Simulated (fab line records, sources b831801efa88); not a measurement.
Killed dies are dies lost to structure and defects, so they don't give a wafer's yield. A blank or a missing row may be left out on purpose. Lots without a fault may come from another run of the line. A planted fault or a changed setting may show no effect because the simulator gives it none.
Chamber matching | flow gf180mcu | GF_V2_CVD_02 on pecvd-01: 3 sister chambers
The step deposits SiO2 from TEOS, target thk 850 nm, time 94.851 s. 6 wafers are shown with their chamber, then 7 later ones without.

WAFERS WITH THEIR CHAMBER
wafer  | chamber | heater_power_w (W)
L385.2 | 0       | 571
L397.4 | 1       | 681
L398.3 | 0       | 568
L398.6 | 2       | 692
L400.1 | 2       | 668
L400.5 | 1       | 556

WAFERS WITHOUT THEIR CHAMBER
wafer  | heater_power_w (W)
L400.6 | 672
L402.1 | 639
L402.2 | 603
L402.6 | 537
L403.1 | 591
L403.4 | 675
L403.5 | 544

WHICH CHAMBER EACH WENT THROUGH
wafer  | from the rows above          | in truth
L400.6 | can't be placed: 2 or 1 or 0 | 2
L402.1 | can't be placed: 1 or 2 or 0 | 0
L402.2 | can't be placed: 1 or 0 or 2 | 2
L402.6 | can't be placed: 0 or 1      | 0
L403.1 | can't be placed: 0 or 1 or 2 | 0
L403.4 | can't be placed: 2 or 1 or 0 | 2
L403.5 | can't be placed: 0 or 1      | 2
Placed correctly: 0 of 7. Can't be placed from these rows: 7 (the true chamber is among the candidates in 6). Placed wrongly: 0.
How it was worked out, from the rows above alone: a wafer's distance from a chamber is the root of the sum, over the readings, of the square of ((its reading less the chamber's mean) divided by the reading's scatter). The wafer belongs to the nearest chamber; if the next one is less than 2 further off, it can't be placed. A chamber's mean is the mean of its shown wafers. The scatter: the root of (the sum of the squares of (reading less its chamber's mean) over the shown wafers, divided by (wafers less chambers)).
